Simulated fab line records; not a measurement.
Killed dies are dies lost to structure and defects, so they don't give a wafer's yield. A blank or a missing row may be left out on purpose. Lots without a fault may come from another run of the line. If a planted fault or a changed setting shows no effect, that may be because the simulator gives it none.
Which tool was responsible?    flow sfq line    Sampling: 15 lots, 45 wafers, 6 of 325 route steps

## WHAT THE GAUGES READ, wafer by wafer
SFQ_R5_RS_MEAS_933: the measuring method here is four-point-probe.
lot   measured      on             R5_MONX_RS (ohm/sq)
L838  day 56 13:07  film metro-01  6.98 6.94 6.92
L839  day 56 20:44  film metro-01  7.01 6.89 6.87
L840  day 57 00:10  film metro-01  7.13 7.15 7.06
L842  day 57 08:44  film metro-01  9.57 9.54 9.57 9.58 9.56 9.58
L844  day 57 16:59  film metro-02  9.74 9.74 9.79 9.74 9.77 9.80
L846  day 58 02:04  film metro-02  9.70 9.68 9.68 9.73 9.70 9.70
L847  day 58 04:46  film metro-01  7.13 7.02 6.93
L849  day 59 12:28  film metro-01  7.08 7.14 7.05
L852  day 60 03:31  film metro-01  7.06 7.10 7.08
L854  day 60 11:55  film metro-02  7.04 6.99 7.04
L856  day 60 17:53  film metro-02  7.04 7.03 7.08
L857  day 60 23:55  film metro-02  6.97 7.12 7.17
L858  day 61 02:55  film metro-02  6.99 7.06 7.00
L859  day 61 05:56  film metro-02  6.97 6.93 6.97
L860  day 61 21:46  film metro-01  7.04 7.05 6.98

SFQ_R5_THK_MEAS_934: measures by xrf.
lot   measured      on             R5_MONX_THK (nm)
L838  day 56 13:13  film metro-01  39.5 39.7 39.5
L839  day 56 20:51  film metro-01  39.5 40.1 40.5
L840  day 57 00:17  film metro-01  39.2 39.0 39.4
L842  day 57 10:41  film metro-01  28.3 28.4 28.6 28.5 28.3 28.4
L844  day 57 19:26  film metro-02  28.1 28.1 27.9 28.0 28.2 28.0
L846  day 58 08:05  film metro-02  28.1 27.9 28.3 28.0 28.1 28.3
L847  day 58 04:52  film metro-01  38.8 39.5 39.9
L849  day 59 12:34  film metro-01  39.2 38.8 39.4
L852  day 60 03:38  film metro-01  39.3 39.3 39.2
L854  day 60 12:01  film metro-02  39.5 39.7 39.6
L856  day 60 18:01  film metro-02  39.7 39.8 39.4
L857  day 61 00:01  film metro-02  40.0 39.3 38.8
L858  day 61 03:01  film metro-02  39.8 39.1 39.8
L859  day 61 06:04  film metro-02  39.8 40.2 40.2
L860  day 61 21:53  film metro-01  39.3 39.2 39.6

## WHICH TOOL RAN EACH LOT (tool, then ch and the chambers of the sampled wafers, then the start)
lot   SFQ_TRILAYER_I4_VIA_BARC_OPEN_VIA_ETCH_146  SFQ_TRILAYER_JJ_CE_STRIP_STRIP_120  SFQ_TRILAYER_R5_DEP_SPUTTER_133  SFQ_TRILAYER_R5_DEP_SPUTTER_134
L838  rie diel-04 ch 0,1,2, day 48 16:54          rie metal-03 ch 0,1, day 54 20:55   pvd sputter-06, day 56 13:01     pvd sputter-06, day 56 13:04
L839  rie diel-01 ch 0,2,3, day 50 04:59          rie metal-01 ch 0,1, day 56 12:04   pvd sputter-04, day 56 20:39     pvd sputter-04, day 56 20:42
L840  rie diel-04 ch 1,2,3, day 50 10:49          rie metal-02 ch 0,1, day 56 15:40   pvd sputter-04, day 57 00:06     pvd sputter-04, day 57 00:09
L842  rie diel-04 ch 1,2, day 50 18:01            rie metal-02 ch 0,1, day 57 00:04   pvd sputter-04, day 57 08:39     pvd sputter-04, day 57 08:42
L844  rie diel-02 ch 1,2, day 51 04:49            rie metal-01 ch 0,1, day 57 08:40   pvd sputter-04, day 57 16:52     pvd sputter-04, day 57 16:55
L846  rie diel-01 ch 1,2,3, day 51 10:49          rie metal-03 ch 0,1, day 57 15:40   pvd sputter-04, day 58 01:59     pvd sputter-04, day 58 02:02
L847  rie diel-02 ch 2,3, day 51 14:25            rie metal-01 ch 0,1, day 57 18:16   pvd sputter-06, day 58 04:39     pvd sputter-06, day 58 04:42
L849  rie diel-04 ch 0,1,2, day 53 00:01          rie metal-02 ch 0,1, day 59 03:52   pvd sputter-06, day 59 12:22     pvd sputter-06, day 59 12:25
L852  rie diel-01 ch 0,1,2, day 53 12:49          rie metal-02 ch 0,1, day 59 16:52   pvd sputter-05, day 60 03:26     pvd sputter-05, day 60 03:29
L854  rie diel-04 ch 1,2,3, day 53 22:25          rie metal-02 ch 0,1, day 60 01:16   pvd sputter-06, day 60 11:49     pvd sputter-06, day 60 11:52
L856  rie diel-01 ch 0,3, day 54 05:37            rie metal-01 ch 0,1, day 60 06:04   pvd sputter-05, day 60 17:49     pvd sputter-05, day 60 17:52
L857  rie diel-04 ch 1,3, day 54 06:49            rie metal-03 ch 0,1, day 60 07:16   pvd sputter-06, day 60 23:49     pvd sputter-06, day 60 23:52
L858  rie diel-02 ch 1,3, day 54 14:01            rie metal-01 ch 0,1, day 60 14:39   pvd sputter-06, day 61 02:49     pvd sputter-06, day 61 02:52
L859  rie diel-01 ch 0,2,3, day 54 21:13          rie metal-01 ch 0,1, day 60 20:41   pvd sputter-04, day 61 05:52     pvd sputter-04, day 61 05:55
L860  rie diel-02 ch 0,1,3, day 55 12:49          rie metal-02 ch 0,1, day 61 11:03   pvd sputter-05, day 61 21:42     pvd sputter-05, day 61 21:45
- SFQ_TRILAYER_I4_VIA_BARC_OPEN_VIA_ETCH_146: etches BARC in O2, target depth 125 nm, time 41.7 s.
- SFQ_TRILAYER_JJ_CE_STRIP_STRIP_120: strips in O2.
- SFQ_TRILAYER_R5_DEP_SPUTTER_133: material MoNx, target thk 40 nm, time 66.7 s.
- SFQ_TRILAYER_R5_DEP_SPUTTER_134: material Ti, target thk 5 nm, time 5 s.

## AS READ BY THE TOOLS THEMSELVES (means over the sampled wafers that have a number; for cases with no such wafer, the mark the record gives instead)
SFQ_TRILAYER_I4_VIA_BARC_OPEN_VIA_ETCH_146.
lot   tool         chamber pressure mTorr (mTorr)  drypump motor current A (A)  oes product au (a.u.)
L838  rie diel-04  29.992                          6.0                          0.686
L839  rie diel-01  30.022                          5.8                          0.686
L840  rie diel-04  30.003                          6.1                          0.684
L842  rie diel-04  30.003                          6.4                          0.685
L844  rie diel-02  29.993                          6.0                          0.683
L846  rie diel-01  29.994                          6.0                          0.680
L847  rie diel-02  29.993                          6.0                          0.689
L849  rie diel-04  29.993                          5.9                          0.681
L852  rie diel-01  29.994                          5.9                          0.691
L854  rie diel-04  29.976                          6.2                          0.687
L856  rie diel-01  29.988                          6.3                          0.683
L857  rie diel-04  29.996                          6.2                          0.686
L858  rie diel-02  30.005                          5.6                          0.687
L859  rie diel-01  29.993                          5.8                          0.689
L860  rie diel-02  29.991                          5.5                          0.682

SFQ_TRILAYER_JJ_CE_STRIP_STRIP_120.
lot   tool          chamber pressure mTorr (mTorr)  drypump motor current A (A)  oes product au (a.u.)
L838  rie metal-03  49.98                           5.3                          1.004
L839  rie metal-01  50.01                           5.5                          0.997
L840  rie metal-02  50.02                           5.0                          1.006
L842  rie metal-02  50.05                           5.3                          1.006
L844  rie metal-01  49.97                           5.6                          1.002
L846  rie metal-03  49.98                           5.4                          1.009
L847  rie metal-01  50.04                           5.5                          1.002
L849  rie metal-02  50.02                           5.0                          1.006
L852  rie metal-02  49.98                           5.4                          0.993
L854  rie metal-02  50.00                           5.0                          1.004
L856  rie metal-01  49.99                           5.7                          0.990
L857  rie metal-03  49.97                           5.3                          1.002
L858  rie metal-01  49.98                           5.6                          1.002
L859  rie metal-01  50.02                           5.7                          0.993
L860  rie metal-02  49.99                           5.0                          0.999

SFQ_TRILAYER_R5_DEP_SPUTTER_133.
lot   tool            throttle valve pct (%)
L838  pvd sputter-06  30.0
L839  pvd sputter-04  29.8
L840  pvd sputter-04  30.7
L842  pvd sputter-04  30.5
L844  pvd sputter-04  30.9
L846  pvd sputter-04  29.7
L847  pvd sputter-06  30.3
L849  pvd sputter-06  29.5
L852  pvd sputter-05  29.4
L854  pvd sputter-06  30.0
L856  pvd sputter-05  29.4
L857  pvd sputter-06  30.4
L858  pvd sputter-06  29.8
L859  pvd sputter-04  30.5
L860  pvd sputter-05  29.3

SFQ_TRILAYER_R5_DEP_SPUTTER_134.
lot   tool            throttle valve pct (%)
L838  pvd sputter-06  29.8
L839  pvd sputter-04  29.7
L840  pvd sputter-04  30.7
L842  pvd sputter-04  30.5
L844  pvd sputter-04  31.0
L846  pvd sputter-04  29.7
L847  pvd sputter-06  30.5
L849  pvd sputter-06  29.4
L852  pvd sputter-05  29.6
L854  pvd sputter-06  30.1
L856  pvd sputter-05  29.4
L857  pvd sputter-06  30.2
L858  pvd sputter-06  29.8
L859  pvd sputter-04  30.6
L860  pvd sputter-05  29.3

## THE ANSWER, worked out from the rows above alone
Rule: usual is defined by the lots themselves. Put in order of their means at a reading, lots are off if they are a third of the lots or fewer, leave a main group of 4 or more, and stand apart from it by a gap of 3 or more times the standard deviation of the main group's means; of several such gaps the widest counts. If all means in a main group match to the digits the tables above print for the reading, that group is not used. Also off: a lot with no number at a reading for which 4 or more lots have one. The other lots that the step has rows for count as sound. The gauges are gone through in route order, then the tools' own readings, and for those a lot's mean is taken as printed above. The first step at which some lot is off is used, and at that step the reading that is off furthest; a lot without a number counts as furthest.
Off: L842, L844, L846, seen at SFQ_R5_RS_MEAS_933 (R5_MONX_RS). The main group: mean 7.03 ohm/sq, standard deviation 0.058.
A tool fits if, at a process step before that reading, it ran every lot that is off, and no sound lot after the first of them. The gauges at SFQ_R5_RS_MEAS_933 are tried like those tools. None of those tried fits.

## WHAT THE SIMULATOR PUT IN
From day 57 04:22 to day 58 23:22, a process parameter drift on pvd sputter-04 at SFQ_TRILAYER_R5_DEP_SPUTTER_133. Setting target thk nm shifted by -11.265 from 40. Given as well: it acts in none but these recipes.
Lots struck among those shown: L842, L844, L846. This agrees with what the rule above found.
